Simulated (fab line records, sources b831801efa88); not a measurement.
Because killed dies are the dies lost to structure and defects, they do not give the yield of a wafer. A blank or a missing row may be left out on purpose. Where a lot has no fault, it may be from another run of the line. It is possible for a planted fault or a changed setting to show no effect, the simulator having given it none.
Which tool is to blame? -- flow sky130 -- 36 wafers from 12 lots sampled at 5 of the route's 708 steps

== WHAT THE GAUGES SHOWED, per wafer ==
The record lacks any reading of a measuring or inspecting step that a usual standard deviation could be used to judge.

== TOOL THAT RAN EACH LOT (tool first, then ch and the chambers of the sampled wafers, then the start) ==
lot,SKY_VIA2_CMP_02,SKY_VIA2_CVD_21,SKY_VIA2_CMP_24,SKY_METAL3_SPUTTER_00,SKY_PAD_OPEN_PROBE_99
L612,"cmp-02 ch 0,2,3, day 35 12:10","cvdW-02 ch 0,1, day 36 15:28","cmp-01 ch 0,3, day 36 15:47","pvdSputter-03, day 36 16:03",-
L613,"cmp-02 ch 0,1,3, day 36 01:20","cvdW-02 ch 0,1, day 37 04:29","cmp-02 ch 2,3, day 37 04:47","pvdSputter-02, day 37 05:05",-
L616,"cmp-01 ch 1,2, day 36 20:07","cvdW-01 ch 0,1, day 37 23:26","cmp-02 ch 0,1,2, day 38 00:01","pvdSputter-03, day 38 00:13",-
L617,"cmp-02 ch 0,2, day 37 11:49","cvdW-02 ch 0,1, day 38 14:11","cmp-02 ch 2,3, day 38 14:30","pvdSputter-01, day 38 14:48",-
L619,"cmp-02 ch 0,1,2, day 38 11:26","cvdW-02 ch 0,1, day 39 13:17","cmp-01 ch 1,2, day 39 13:37","pvdSputter-03, day 39 13:52",-
L622,"cmp-02 ch 0,2, day 39 02:02","cvdW-02 ch 0,1, day 40 03:47","cmp-01 ch 0,2,3, day 40 04:06","pvdSputter-03, day 40 04:24","prober-02, day 48 18:39"
L627,"cmp-01 ch 0,1, day 40 01:14","cvdW-01 ch 0,1, day 41 02:38","cmp-02 ch 0,1,3, day 41 03:01","pvdSputter-01, day 41 03:13",-
L628,"cmp-02 ch 0,2,3, day 40 01:32","cvdW-02 ch 0,1, day 41 02:50","cmp-01 ch 0,1, day 41 03:07","pvdSputter-02, day 41 03:25",-
L632,"cmp-01 ch 0,2,3, day 41 03:43","cvdW-01 ch 0,1, day 42 04:59","cmp-01 ch 0,2,3, day 42 05:24","pvdSputter-02, day 42 05:36","prober-01, day 50 09:23"
L633,"cmp-01 ch 0,2, day 41 15:29","cvdW-01 ch 0,1, day 42 16:42","cmp-01 ch 1,3, day 42 17:01","pvdSputter-02, day 42 17:19",-
L635,"cmp-01 ch 0,3, day 42 00:56","cvdW-02 ch 0, day 43 01:22","cmp-02 ch 0,1,2, day 43 01:40","pvdSputter-02, day 43 01:58",-
L634,"cmp-01 ch 0,2,3, day 42 03:23","cvdW-01 ch 0,1, day 43 03:54","cmp-01 ch 0,2,3, day 43 04:13","pvdSputter-02, day 43 04:31",-
- SKY_VIA2_CMP_02: polishes SiO2.
- SKY_VIA2_CVD_21: deposits W, target thk 420 nm, time 126.4 s.
- SKY_VIA2_CMP_24: polishes, stops on SiO2, t overpolish 20 s, target thk 0 nm.
- SKY_METAL3_SPUTTER_00: material Ti, target thk 15 nm, time 10 s.
- SKY_PAD_OPEN_PROBE_99

== AS READ BY THE TOOLS THEMSELVES (means over the sampled wafers that have a number; for cases with no such wafer, the mark the record gives instead) ==
SKY_VIA2_CMP_02.
lot,tool,motorCurrentA (A)
L612,cmp-02,11.9
L613,cmp-02,11.8
L616,cmp-01,12.5
L617,cmp-02,11.6
L619,cmp-02,11.6
L622,cmp-02,11.2
L627,cmp-01,12.8
L628,cmp-02,12.1
L632,cmp-01,11.9
L633,cmp-01,11.1
L635,cmp-01,11.7
L634,cmp-01,11.9

SKY_VIA2_CVD_21.
lot,tool,heaterPowerW (W)
L612,cvdW-02,858
L613,cvdW-02,795
L616,cvdW-01,798
L617,cvdW-02,865
L619,cvdW-02,856
L622,cvdW-02,866
L627,cvdW-01,808
L628,cvdW-02,804
L632,cvdW-01,835
L633,cvdW-01,827
L635,cvdW-02,915
L634,cvdW-01,794

SKY_VIA2_CMP_24.
lot,tool,motorCurrentA (A),overpolishRunS (s),timeToEndpointS (s)
L612,cmp-01,10.9,20.003,100
L613,cmp-02,11.2,19.998,91
L616,cmp-02,10.7,19.998,98
L617,cmp-02,11.5,20.005,92
L619,cmp-01,10.5,20.003,100
L622,cmp-01,10.5,19.990,101
L627,cmp-02,10.9,20.006,100
L628,cmp-01,11.4,19.997,98
L632,cmp-01,10.7,20.000,100
L633,cmp-01,12.2,20.006,100
L635,cmp-02,10.5,19.996,97
L634,cmp-01,10.7,20.010,106

SKY_METAL3_SPUTTER_00.
lot,tool,chamberPressurePa (Pa),throttleValvePct (%)
L612,pvdSputter-03,0.4005,29.3
L613,pvdSputter-02,0.4002,30.1
L616,pvdSputter-03,0.3996,30.4
L617,pvdSputter-01,0.4004,30.6
L619,pvdSputter-03,0.4690,26.4
L622,pvdSputter-03,0.4688,27.0
L627,pvdSputter-01,0.3997,30.6
L628,pvdSputter-02,0.4001,29.7
L632,pvdSputter-02,0.4003,29.3
L633,pvdSputter-02,0.4004,28.8
L635,pvdSputter-02,0.3992,29.9
L634,pvdSputter-02,0.4007,29.2

SKY_PAD_OPEN_PROBE_99.
lot,tool,defectLimitedYield (%),killed_at_M0_to_M3,killed_at_M4_up,killedAtContacts,killedAtFrontEnd,killedAtOther,killedDies,killedOpen,killedShort,sort_bin_3_pad_short (%),sort_bin_5_function (%),sort_bin_6_memory (%),sort_bin_8_speed (%),sortNPass,sortYieldPct (%)
L622,prober-02,84.5,41,1.7,21,13,0.0,76,42,34,0.9,9.7,5.0,0.1,415,84.3
L632,prober-01,82.5,44,4.0,20,18,0.0,86,52,34,0.7,10.7,6.1,0.7,402,81.8

== THE ANSWER, worked out from the rows above alone ==
Rule: what is usual is taken from the lots themselves. The widest of any qualifying gaps counts: lots, ordered by their means at a reading, are off when they make up no more than a third of the lots, leave a main group of 4 or more, and stand apart from it by 3 or more times the standard deviation of that group's means. Not used: any main group whose means are identical at the precision the tables above print for the reading. A lot without any number at a reading at which 4 lots or more have one is off too. Any other lot the step has rows for is counted as sound. First the gauges in route order, then the tools' own readings, where a lot's mean is used as printed above. The first step at which some lot is off is used, and at that step the reading that is off furthest; a lot without a number counts as furthest.
Off: L619, L622 (SKY_METAL3_SPUTTER_00, chamberPressurePa). Main group: mean 0.4001 Pa, sd 0.00044.
A tool fits if, at that step or a process step before it, it ran every lot that is off, and no sound lot after the first of them. One fits: pvdSputter-03 at SKY_METAL3_SPUTTER_00. A fault onset in the window from L616 (day 38 00:13, its last sound lot) to L619 (day 39 13:52, its first lot off) fits.
The tool's own readings at SKY_METAL3_SPUTTER_00 bear it out: on the lots that are off they differ by more than 5 times the standard deviation of the sound lots' means. chamberPressurePa reads 0.4689 Pa there against 0.4001 Pa on the sound lots; throttleValvePct reads 26.7 % there against 29.8 % on the sound lots.

== WHAT HAD BEEN PUT IN BY THE SIMULATOR ==
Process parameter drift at SKY_METAL3_SPUTTER_00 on pvdSputter-03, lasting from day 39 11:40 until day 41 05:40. The setting chamberPressurePa was moved by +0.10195, starting from 0.4. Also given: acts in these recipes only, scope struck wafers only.
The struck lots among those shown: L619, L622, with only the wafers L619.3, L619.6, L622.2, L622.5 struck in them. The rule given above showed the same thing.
